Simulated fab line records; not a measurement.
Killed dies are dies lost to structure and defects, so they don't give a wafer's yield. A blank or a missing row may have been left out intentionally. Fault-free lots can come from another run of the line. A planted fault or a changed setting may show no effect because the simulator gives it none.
2 desks looking at one fault	flow sfqLine	numbers are kept per desk, each desk with only its own; the story behind them comes last

## FOR THE TOOL OWNER'S DESK: krfScanner-01
The tool's own readings at SFQ_TRILAYER_M3_LITHO_EXPOSE_076 (exposes mask M3, target cd 500 nm): means of the sampled wafers that have a number, for each lot that ran on this tool. Any lot whose mean is over 4 standard deviations away from the usual mean is out of limits and marked OUT; that distance is given in the brackets.
Columns: A = stageVelMmS at SFQ_TRILAYER_M3_LITHO_EXPOSE_076, usual 500.04 mm/s
lot	first seen here	A
L358	day 37 15:35	500.34
L360	day 37 22:59	500.03
L365	day 40 00:10	500.05
L367	day 40 12:34	499.82
L366	day 40 13:34	499.89
This desk found nothing out of limits on any of the 5 lots.

## AT THE METROLOGY DESK
Lot by lot, what the gauges showed, no matter which tool ran the lot: averages of those sampled wafers that carry a number. Any lot whose mean is over 4 standard deviations away from the usual mean is out of limits and marked OUT; that distance is given in the brackets.
Columns: A = I2_OVL at SFQ_I2_OVL_MEAS_918, usual 3 nm; B = M3_NB_RS at SFQ_M3_RS_MEAS_919, usual 0.892 ohm/sq; C = M3_OVL at SFQ_M3_OVL_MEAS_921, usual -2 nm; D = I3_BOW at SFQ_I3_BOW_MEAS_922, usual 4 um; E = I3_OVL at SFQ_I3_OVL_MEAS_923, usual 0 nm; F = M4_NB_RS at SFQ_M4_RS_MEAS_924, usual 0.892 ohm/sq; G = M8_BOW at SFQ_M8_BOW_MEAS_951, usual 10 um
lot	first seen here	A	B	C	D	E	F	G
L358	day 32 06:15	0	0.912	-9	4	-2	0.902	1
L360	day 32 12:16	3	0.906	-3	-4	5	0.912	-5
L365	day 34 07:35	-2	0.875	-6	1	5	0.881	9
L367	day 34 17:19	4	0.891	1	11	-2	0.897	8
L366	day 34 18:31	7	0.892	2	8	-5	0.889	-5
L375	day 37 02:41	4	0.875	-14	-2	-3	0.886	-1
L377	day 37 21:54	-4	0.883	-7	8	-3	0.900	27
This desk found nothing out of limits on any of the 7 lots.

## BROUGHT TOGETHER
The desk of the tool owner found nothing out of limits.
The metrology desk saw nothing out of limits.

## WHAT THE SIMULATOR HAD PUT IN
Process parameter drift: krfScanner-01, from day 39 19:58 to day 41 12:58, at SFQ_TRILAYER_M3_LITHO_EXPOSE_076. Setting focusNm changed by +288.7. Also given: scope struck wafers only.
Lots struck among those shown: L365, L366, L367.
